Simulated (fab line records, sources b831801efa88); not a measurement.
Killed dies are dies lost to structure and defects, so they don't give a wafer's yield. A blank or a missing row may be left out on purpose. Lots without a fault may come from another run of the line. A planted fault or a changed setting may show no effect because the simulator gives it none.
Which tool did it? | flow gf180mcu | 6 lots, 18 wafers sampled, at 2 steps of a route of 602

WHAT THE GAUGES READ, wafer by wafer
GF_VT_IMPLANT_OVL_MEAS_07.
lot  | measured     | on         | VT_IMPLANT_OVL (nm)
L726 | day 5 20:26  | overlay-02 | 0.2 0.3 0.3
L728 | day 6 09:44  | overlay-01 | - - -
L735 | day 8 03:59  | overlay-02 | -0.3 0.3 -1.6
L738 | day 8 22:20  | overlay-01 | -0.6 2.2 0.6
L742 | day 9 23:05  | overlay-02 | 2.0 1.3 1.7
L746 | day 10 23:41 | overlay-01 | -0.1 1.3 0.7

WHICH TOOL RAN EACH LOT (tool, then ch and the chambers of the sampled wafers, then the start)
lot  | GF_VT_IMPLANT_EXPOSE_04
L726 | iline_stepper-01 ch 0, day 5 12:50
L728 | iline_stepper-02 ch 0, day 6 02:30
L735 | iline_stepper-01 ch 0, day 7 20:26
L738 | iline_stepper-02 ch 0, day 8 13:46
L742 | iline_stepper-01 ch 0, day 9 14:08
L746 | iline_stepper-02 ch 0, day 10 14:45
- GF_VT_IMPLANT_EXPOSE_04: exposes mask LVPWELL LV AREA, target cd 600 nm.

THE ANSWER, worked out from the rows above alone
Rule: what is usual is taken from the lots themselves. Put in order of their means at a reading, lots are off if they are a third of the lots or fewer, leave a main group of 4 or more, and stand apart from it by a gap of 3 or more times the standard deviation of the main group's means; of several such gaps the widest counts. A main group whose means are all the same, to the digits that the tables above print for the reading, isn't used. A lot without any number at a reading at which 4 lots or more have one is off too. The other lots that the step has rows for count as sound.
Off: L728, at GF_VT_IMPLANT_OVL_MEAS_07 (VT_IMPLANT_OVL). Without a number there: L728. The main group: mean 0.6 nm, standard deviation 0.71.
A tool fits if, at a process step before that reading, it ran every lot that is off, and no sound lot after the first of them. The gauges at GF_VT_IMPLANT_OVL_MEAS_07 are tried like those tools. None of those tried fits.

WHAT THE SIMULATOR HAD PUT IN
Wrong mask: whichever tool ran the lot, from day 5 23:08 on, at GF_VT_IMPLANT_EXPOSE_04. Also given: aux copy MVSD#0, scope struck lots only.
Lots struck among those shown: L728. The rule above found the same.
